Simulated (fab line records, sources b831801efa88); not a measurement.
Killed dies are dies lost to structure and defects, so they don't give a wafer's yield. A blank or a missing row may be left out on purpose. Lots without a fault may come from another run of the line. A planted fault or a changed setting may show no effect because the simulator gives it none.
Which tool did it? | flow sky130 | 13 lots, 39 wafers sampled, at 3 steps of a route of 708

WHAT THE GAUGES READ, wafer by wafer
SKY_GATE_OXIDE_OVL_MEAS_10. Usual: GATE_OXIDE_OVL -0.2 nm, standard deviation 1.3.
lot  | measured     | on         | GATE_OXIDE_OVL (nm) | flag
L289 | day 13 22:46 | overlay-01 | 1.9 -0.1 -0.4       |
L290 | day 14 08:10 | overlay-02 | 0.1 0.6 -1.1        |
L291 | day 14 13:00 | overlay-01 | 0.0 0.2 1.5         |
L292 | day 14 20:01 | overlay-01 | -0.5 1.0 -2.0       |
L293 | day 16 14:17 | overlay-02 | -3.3 -3.7 -1.8      |
L295 | day 16 21:04 | overlay-02 | -0.5 0.1 -0.8       |
L294 | day 16 21:16 | overlay-01 | -2.4 -3.0 -0.5      |
L299 | day 18 00:17 | overlay-02 | -1.0 1.1 0.1        |
L303 | day 20 03:26 | overlay-01 | 0.4 -2.0 -0.2       |
L304 | day 20 17:45 | overlay-01 | -0.4 -1.7 -0.2      |
L308 | day 21 23:12 | overlay-01 | -1.0 0.5 0.2        |
L309 | day 21 23:16 | overlay-02 | 0.0 0.8 0.8         |
L311 | day 22 11:55 | overlay-01 | -2.7 -1.8 -0.8      |

SKY_POLY_GATE_THK_MEAS_01. Usual: POLY_GATE_CVD_00_THK 179.2 nm, standard deviation 1.8.
lot  | measured     | on            | POLY_GATE_CVD_00_THK (nm) | flag
L289 | day 14 03:46 | film_metro-02 | 180.5 179.8 180.2         |
L290 | day 14 12:33 | film_metro-02 | 180.4 179.3 179.5         |
L291 | day 14 16:59 | film_metro-03 | 179.0 180.7 179.6         |
L292 | day 15 00:06 | film_metro-04 | 180.7 181.7 180.7         |
L293 | day 16 18:40 | film_metro-04 | 180.4 180.9 180.2         |
L295 | day 17 00:22 | film_metro-02 | 177.5 179.8 178.9         |
L294 | day 17 01:34 | film_metro-02 | 182.8 181.5 180.6         |
L299 | day 18 03:31 | film_metro-02 | 180.4 178.6 178.4         |
L303 | day 20 12:29 | film_metro-02 | 180.2 180.4 178.0         |
L304 | day 21 00:19 | film_metro-02 | 179.2 178.8 178.2         |
L308 | day 22 03:02 | film_metro-03 | 177.1 176.1 178.3         |
L309 | day 22 04:51 | film_metro-03 | 176.7 176.4 176.2         |
L311 | day 22 16:01 | film_metro-04 | 174.6 173.6 175.4         |

WHICH TOOL RAN EACH LOT (tool, then ch and the chambers of the sampled wafers, then the start)
lot  | SKY_SONOS_ONO_ETCH_15
L289 | rie_diel-03 ch 1,2,3, day 12 18:52
L290 | rie_diel-04 ch 0,2, day 13 04:46
L291 | rie_diel-04 ch 0,2, day 13 08:52
L292 | rie_diel-03 ch 0,2,3, day 13 16:13
L293 | rie_diel-02 ch 0,1,3, day 15 08:46
L295 | rie_diel-02 ch 1,2,3, day 15 14:55
L294 | rie_diel-03 ch 0,1,2, day 15 15:03
L299 | rie_diel-04 ch 0,3, day 16 16:22
L303 | rie_diel-03 ch 0,3, day 18 14:03
L304 | rie_diel-02 ch 0,1,2, day 19 07:19
L308 | rie_diel-02 ch 1,2, day 20 11:19
L309 | rie_diel-02 ch 1,3, day 20 15:31
L311 | rie_diel-04 ch 0,1,2, day 20 21:16
- SKY_SONOS_ONO_ETCH_15: etches the open film in CHF3/O2, target depth 19.52 nm, time 7.8 s.

WHAT THE TOOLS THEMSELVES READ (means of the sampled wafers that have a number; where no wafer has one, the mark that the record gives instead)
SKY_SONOS_ONO_ETCH_15. Usual: drypump_motor_current_A 5.4 A, standard deviation 0.43; oes_product_au 0.998 a.u., standard deviation 0.007; throttle_valve_pct 8.825 %, standard deviation 0.0095.
lot  | tool        | drypump_motor_current_A (A) | oes_product_au (a.u.) | throttle_valve_pct (%) | flag
L289 | rie_diel-03 | 5.3                         | 1.001                 | 8.822                  |
L290 | rie_diel-04 | 4.9                         | 1.002                 | 8.825                  |
L291 | rie_diel-04 | 4.9                         | 0.997                 | 8.829                  |
L292 | rie_diel-03 | 5.7                         | 1.001                 | 8.828                  |
L293 | rie_diel-02 | 5.6                         | 0.997                 | 8.828                  |
L295 | rie_diel-02 | 5.5                         | 0.999                 | 8.823                  |
L294 | rie_diel-03 | 5.4                         | 0.993                 | 8.821                  |
L299 | rie_diel-04 | 5.5                         | 0.995                 | 8.818                  |
L303 | rie_diel-03 | 5.8                         | 0.995                 | 8.815                  |
L304 | rie_diel-02 | 5.5                         | 0.998                 | 8.830                  |
L308 | rie_diel-02 | 5.5                         | 0.999                 | 8.830                  |
L309 | rie_diel-02 | 5.6                         | 1.003                 | 8.820                  |
L311 | rie_diel-04 | 5.1                         | 0.994                 | 8.819                  |

THE ANSWER, worked out from the rows above alone
Rule: a lot is off if the mean of its wafers that have a number lies more than 3 standard deviations from the usual mean. A lot without any number at a reading at which 4 lots or more have one is off too. The other lots that the step has rows for count as sound. The gauges are gone through in route order, then the tools' own readings, and for those a lot's mean is taken as printed above. The first step at which some lot is off is used, and at that step the reading that is off furthest; a lot without a number counts as furthest.
No lot is off at any reading shown: from this, nothing can be told.

WHAT THE SIMULATOR HAD PUT IN
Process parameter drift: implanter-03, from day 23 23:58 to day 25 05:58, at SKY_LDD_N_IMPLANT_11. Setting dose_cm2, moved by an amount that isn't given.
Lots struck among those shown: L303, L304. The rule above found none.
